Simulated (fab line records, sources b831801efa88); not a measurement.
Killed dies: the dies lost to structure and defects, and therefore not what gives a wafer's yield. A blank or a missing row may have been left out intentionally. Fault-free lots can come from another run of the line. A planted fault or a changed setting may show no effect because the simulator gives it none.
Which tool was responsible? | flow gf180mcu | 39 wafers sampled from 13 lots at 1 step of a route of 602

== WHAT EACH GAUGE READ, for each wafer ==
GF_STI_THK_MEAS_22.
lot  | measured    | on            | STI_OXIDATION_01_THK (nm)
L956 | day 2 19:41 | film metro-03 | 15.41 15.19 15.17
L958 | day 3 06:01 | film metro-03 | 15.13 15.15 15.10
L959 | day 3 10:02 | film metro-01 | 15.33 14.90 15.01
L960 | day 3 15:16 | film metro-02 | 14.68 14.83 14.91
L961 | day 3 20:43 | film metro-01 | 14.70 14.61 14.68
L962 | day 4 03:10 | film metro-02 | 15.19 15.04 15.02
L964 | day 4 12:33 | film metro-03 | 14.96 14.89 14.80
L965 | day 4 17:29 | film metro-03 | 14.53 14.37 14.50
L966 | day 4 23:08 | film metro-02 | 14.86 15.09 14.77
L968 | day 5 08:22 | film metro-01 | 14.80 14.81 15.08
L969 | day 5 13:19 | film metro-01 | 14.76 14.67 14.70
L970 | day 5 18:12 | film metro-02 | 15.10 15.10 14.80
L971 | day 6 00:57 | film metro-01 | 14.89 14.64 14.81

== WHAT TOOL EACH LOT RAN ON (gives the tool, then ch and the chambers of the sampled wafers, and finally the start) ==
There is no process step in the record ahead of these readings.

== WHAT THE TOOLS THEMSELVES READ (means of the sampled wafers that have a number; where no wafer has one, the mark that the record gives instead) ==
The record holds no such reading with a usual standard deviation.

== THE ANSWER, worked out from the rows above alone ==
Rule: the usual values come from the lots themselves. The widest of any qualifying gaps counts: lots, ordered by their means at a reading, are off when they make up no more than a third of the lots, leave a main group of 4 or more, and stand apart from it by 3 or more times the standard deviation of that group's means. A main group is skipped when, at the precision printed for the reading in the tables above, its means are all equal. A lot without any number at a reading at which 4 lots or more have one is off too. Where the step has rows for the other lots, those lots are counted as sound. The gauges are gone through in route order, then the tools' own readings, and for those a lot's mean is taken as printed above. At the first step where some lot is off, the reading lying furthest off is the one used; lots without a number count as furthest.
No lot is off at any reading shown: from this, nothing can be told.

== WHAT THE SIMULATOR HAD PUT IN ==
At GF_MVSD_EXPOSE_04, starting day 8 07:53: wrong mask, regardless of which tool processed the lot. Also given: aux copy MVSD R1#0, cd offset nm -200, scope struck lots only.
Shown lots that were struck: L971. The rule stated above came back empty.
